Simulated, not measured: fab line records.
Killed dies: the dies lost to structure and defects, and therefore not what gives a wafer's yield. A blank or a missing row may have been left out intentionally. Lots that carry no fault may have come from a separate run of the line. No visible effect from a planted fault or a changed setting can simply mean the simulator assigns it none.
A struck lot beside a sound one + flow sky130 + 14 steps out of a route of 708
Sound: these wafers, L515.2, L515.3, L515.5. Struck: wafers L521.4, L521.5, L521.6. At the end, the cause is stated.
Per side, at each step with rows, come the tool, then ch with its chambers, and then its first start. Under that, the readings that differ: sound wafers + struck wafers + difference of the means + sigmas: that difference in standard deviations of wafers without a fault.
alike: same words and numbers on both sides, and readings whose means sit less than 2 such deviations apart. not compared: any withheld reading, any reading some wafer has no value for, any bound like >300 that may hide the same value, and any number with overlapping values for which the record gives no deviation.
A row with sigmas, a row that says differs or no value, or rows on one side alone: a step with any of these is where the two part. When numbers do not overlap yet have no deviation, they are printed without sigmas and do not part them. Lack of a reading on every wafer of one side parts them only where that side has two or more wafers.

SKY_METAL1_SPUTTER_02: material AlCu, target thk 250 nm, time 13.3 s.
  sound on pvd_sputter-03, day 35 22:37; struck on pvd_sputter-01, day 37 16:38
  alike: throttle_valve_pct
SKY_METAL1_SPUTTER_03: material Ti, target thk 5 nm, time 3.3 s.
  sound on pvd_sputter-03, day 35 22:38; struck on pvd_sputter-01, day 37 16:39
  alike: throttle_valve_pct
SKY_METAL1_SPUTTER_04: material TiN, target thk 70 nm, time 58.3 s.
  sound on pvd_sputter-03, day 35 22:39; struck on pvd_sputter-01, day 37 16:40
  alike: throttle_valve_pct
SKY_METAL1_RS_MEAS_05: the measuring method here is four-point-probe.
  sound on film_metro-03, day 35 22:43; struck on film_metro-02, day 37 16:47
  alike: METAL1_ALCU_RS
SKY_METAL1_THK_MEAS_06: measures by xrf.
  sound on film_metro-03, day 35 22:50; struck on film_metro-02, day 37 16:52
  alike: METAL1_ALCU_THK
then, 7 steps without rows for these wafers: SKY_METAL1_DEHYDRATE_07 (time 60 s); SKY_METAL1_HMDS_08 (prime time 60 s); SKY_METAL1_COAT_09 (resist thk 60 nm); SKY_METAL1_COAT_10 (resist thk 450 nm); SKY_METAL1_SOFTBAKE_11 (time 90 s); SKY_METAL1_EXPOSE_12 (exposes mask MM1, target cd 140 nm); SKY_METAL1_PEB_13.
SKY_METAL1_DEVELOP_14: develop time 60 s.
  struck on litho_track-04, day 38 18:00; sound on litho_track-04 ch 0, day 37 00:00
  no value came back on the struck wafers for chill_plate_temp_C (C), develop_time_s (s); on the sound wafers chill_plate_temp_C (C) reads 23.04 23.09 22.94
| reading                                       | sound             | struck            | difference | sigmas |
|-----------------------------------------------|-------------------|-------------------|------------|--------|
| model.KrF-thick_of_METAL1_COAT_10.thk_nm (nm) | 436.8 435.4 436.9 | 449.4 450.2 450.8 | +13.8      |        |
SKY_METAL1_CD_MEAS_15: the cd target is 140 nm.
  sound on cd_sem-02, day 37 00:53; struck on cd_sem-01, day 38 18:13
| reading    | sound             | struck | difference                    | sigmas |
|------------|-------------------|--------|-------------------------------|--------|
| cd_nm (nm) | 143.4 142.4 141.9 | - - -  | no value on the struck wafers |        |

WHERE THEY PART
First at SKY_METAL1_DEVELOP_14; last, within this record, at SKY_METAL1_CD_MEAS_15.

WHY: what the simulator had put in
Beginning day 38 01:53, the whole step at SKY_METAL1_DEVELOP_14 was skipped on litho_track-04. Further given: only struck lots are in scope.
